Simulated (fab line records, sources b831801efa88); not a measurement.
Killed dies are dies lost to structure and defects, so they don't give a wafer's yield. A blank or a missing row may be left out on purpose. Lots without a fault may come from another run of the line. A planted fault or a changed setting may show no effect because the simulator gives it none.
Chamber matching | flow gf180mcu | GF_V3_CMP_04 on cmp-02: 4 sister chambers
The step polishes SiO2. 17 wafers are shown with their chamber, then 8 later ones without.

WAFERS WITH THEIR CHAMBER
wafer  | chamber | motor_current_A (A) | time_to_endpoint_s (s)
L300.2 | 2       | 12.4                | 85
L300.5 | 3       | 10.4                | 91
L300.6 | 2       | 11.9                | 89
L303.1 | 2       | 12.8                | 83
L303.3 | 3       | 10.4                | 81
L303.6 | 0       | 10.6                | 86
L304.1 | 3       | 10.3                | 83
L304.5 | 2       | 12.2                | 86
L304.6 | 1       | 11.9                | 81
L305.2 | 3       | 10.6                | 85
L305.3 | 2       | 12.4                | 82
L305.5 | 2       | 12.5                | 85
L307.1 | 3       | 10.7                | 84
L307.2 | 2       | 13.4                | 90
L307.3 | 1       | 12.1                | 86
L309.3 | 1       | 12.3                | 80
L309.4 | 0       | 11.0                | 80

SIGNATURES (means of the wafers above)
reading            | chamber 0 | chamber 1 | chamber 2 | chamber 3 | scatter within a chamber
motor_current_A    | 10.800    | 12.100    | 12.514    | 10.480    | 0.355
time_to_endpoint_s | 83.00     | 82.33     | 85.71     | 84.80     | 3.36
Rule: a wafer's distance from a chamber is the root of the sum, over the readings, of the square of ((its reading less the chamber's mean) divided by the reading's scatter). The wafer belongs to the nearest chamber; if the next one is less than 2 further off, it can't be placed. The scatter: the root of (the sum of the squares of (reading less its chamber's mean) over the shown wafers, divided by (wafers less chambers)).

WAFERS WITHOUT THEIR CHAMBER
wafer  | motor_current_A (A) | time_to_endpoint_s (s)
L309.6 | 11.4                | 84
L311.1 | 12.8                | 80
L311.6 | 10.1                | 90
L313.3 | 12.0                | 87
L313.6 | 10.2                | 91
L316.3 | 10.7                | 86
L316.4 | 11.2                | 92
L316.5 | 11.0                | 91

WHICH CHAMBER EACH WENT THROUGH
wafer  | from the rows above               | in truth
L309.6 | can't be placed: 0 or 1 or 3 or 2 | 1
L311.1 | can't be placed: 2 or 1           | 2
L311.6 | can't be placed: 3 or 0           | 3
L313.3 | can't be placed: 1 or 2           | 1
L313.6 | can't be placed: 3 or 0           | 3
L316.3 | can't be placed: 3 or 0           | 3
L316.4 | can't be placed: 0 or 3 or 1 or 2 | 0
L316.5 | can't be placed: 3 or 0 or 1      | 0
Placed correctly: 0 of 8. Can't be placed from these rows: 8 (the true chamber is among the candidates in 8). Placed wrongly: 0.
